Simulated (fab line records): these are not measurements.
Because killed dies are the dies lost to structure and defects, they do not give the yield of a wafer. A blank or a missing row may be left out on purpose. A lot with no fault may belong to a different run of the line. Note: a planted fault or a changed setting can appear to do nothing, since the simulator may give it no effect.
Code-filled problem report in 8D (eight disciplines) form || flow sky130 || the parts of the form that need people (team, actions taken, sign-off) are left out

1. PROBLEM STATEMENT
Across 9 wafers from 3 lots, VIA1_W_RS at SKY_VIA1_RS_MEAS_22 averages 0.466 ohm/sq, while fault-free wafers read 0.427 ohm/sq with a standard deviation of 0.0079. That is +4.9 standard deviations from the usual mean.
The step: measures by four-point-probe.
First observed at day 35 06:07: wafer L247.2, on film metro-04. Wafers with a number at this step in the record: 45, from 15 lots. Rule for "out", or "out of limits": more than 4 standard deviations from the usual mean. Any other wafer with a number is counted as sound.

2. WHAT IT IS, AND WHAT IT ISN'T
{"question": "which readings at this step", "is": "VIA1_W_RS", "is not": "-"}
{"question": "which lots", "is": "L247, L248, L250", "is not": "L244, L245, L246, L249, L256, L259, L260, L261, L262, L264, L265, L266"}
{"question": "which wafers of those lots", "is": "all that have a number", "is not": "-"}
{"question": "read on which gauges", "is": "film metro-02, film metro-04", "is not": "film metro-03"}
{"question": "when", "is": "from day 35 06:07", "is not": "up to then (9 sound wafers); but 27 sound wafers of L249, L256, L259, L260, L261, L262, L264, L265, L266 came after"}

3. WHAT RULES OUT EACH SUSPECT
Counting: a tool at any process step up to the reading remains a suspect when it ran all the lots that are out and ran no sound lot after the first of those.
- ruled out: the gauge at SKY_VIA1_RS_MEAS_22. The wafers that are out were read on 2 gauges (film metro-02, film metro-04).
- cvd w-02 at SKY_VIA1_CVD_21 (deposits W, target thk 270 nm, time 80.902 s): ruled out as a lasting fault. After its first lot that is out, L247 (day 35 06:00), sound lots L256, L261, L262, L264, L265, L266 ran on it.
Left after counting: nothing in the record.

4. THE CAUSE (what the simulator had put in)
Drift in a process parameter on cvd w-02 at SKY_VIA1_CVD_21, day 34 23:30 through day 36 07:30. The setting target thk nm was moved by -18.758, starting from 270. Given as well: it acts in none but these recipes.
Counting ruled it out, wrongly: the rule takes a fault to strike every lot that its tool runs from its start on, and this one did not.

5. THE EFFECT CHAIN, in route order
One row per reading whose mean, taken over the struck wafers that have a number, lies over 3 standard deviations from the usual. Only readings for which the record gives a usual standard deviation are gone through. hours: the time from each lot's start at the first step in this table that gives one to its start at this step, as a median over the lots. sigmas: the change in usual standard deviations.
{"hours": 0, "step": "SKY_VIA1_RS_MEAS_22", "reading": "VIA1_W_RS", "usual": "0.427 ohm/sq", "on struck wafers": 0.466, "change": "+0.039", "sigmas": "+4.9"}
{"hours": 0, "step": "SKY_VIA1_THK_MEAS_23", "reading": "VIA1_W_THK", "usual": "268 nm", "on struck wafers": 246, "change": -22, "sigmas": -4.2}

6. WHAT WOULD HAVE CAUGHT IT SOONER
In this record the first reading out of limits at a measuring or inspecting step was taken at day 35 06:07, 7 hours after the fault began at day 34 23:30.
Tool readings at SKY_VIA1_CVD_21 with a usual standard deviation given in the record: none out on any struck wafer, hence no alarm at a limit of 4 standard deviations on them.
